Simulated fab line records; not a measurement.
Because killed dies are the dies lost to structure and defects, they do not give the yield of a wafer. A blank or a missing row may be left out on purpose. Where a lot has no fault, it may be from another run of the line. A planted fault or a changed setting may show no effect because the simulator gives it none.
What tool caused it? -- flow sky130 -- route of 708 steps, sampled at 1 step: 11 lots, 33 wafers

WHAT THE GAUGES SHOWED, per wafer
SKY_LOCAL_INTERCONNECT_RS_MEAS_01: a four-point-probe measurement.
lot,measured,on,LOCAL_INTERCONNECT_TIN_RS (ohm/sq)
L242,day 30 01:14,filmMetro-01,14.06 14.14 14.21
L243,day 30 16:37,filmMetro-04,14.12 14.45 14.42
L248,day 32 00:32,filmMetro-01,14.32 14.15 14.16
L249,day 32 11:35,filmMetro-03,14.26 14.27 14.34
L253,day 33 10:50,filmMetro-03,14.24 14.11 14.33
L252,day 33 11:56,filmMetro-04,14.03 14.21 14.30
L254,day 33 22:28,filmMetro-04,13.96 14.16 13.74
L255,day 34 01:25,filmMetro-01,14.09 14.22 14.08
L256,day 34 15:11,filmMetro-01,13.83 13.84 13.78
L259,day 35 12:22,filmMetro-04,14.02 14.20 14.02
L263,day 36 17:53,filmMetro-01,14.32 14.24 14.26

WHICH TOOL RAN EACH LOT (tool, then ch and the chambers of the sampled wafers, then the start)
There is no process step in the record ahead of these readings.

THE ANSWER, worked out from the rows above alone
Rule: usual is defined by the lots themselves. The widest of any qualifying gaps counts: lots, ordered by their means at a reading, are off when they make up no more than a third of the lots, leave a main group of 4 or more, and stand apart from it by 3 or more times the standard deviation of that group's means. If all means in a main group match to the digits the tables above print for the reading, that group is not used. Also off: a lot with no number at a reading for which 4 or more lots have one. Where the step has rows for the other lots, those lots are counted as sound.
No lot is off at any reading shown: from this, nothing can be told.

WHAT WAS PUT IN BY THE SIMULATOR
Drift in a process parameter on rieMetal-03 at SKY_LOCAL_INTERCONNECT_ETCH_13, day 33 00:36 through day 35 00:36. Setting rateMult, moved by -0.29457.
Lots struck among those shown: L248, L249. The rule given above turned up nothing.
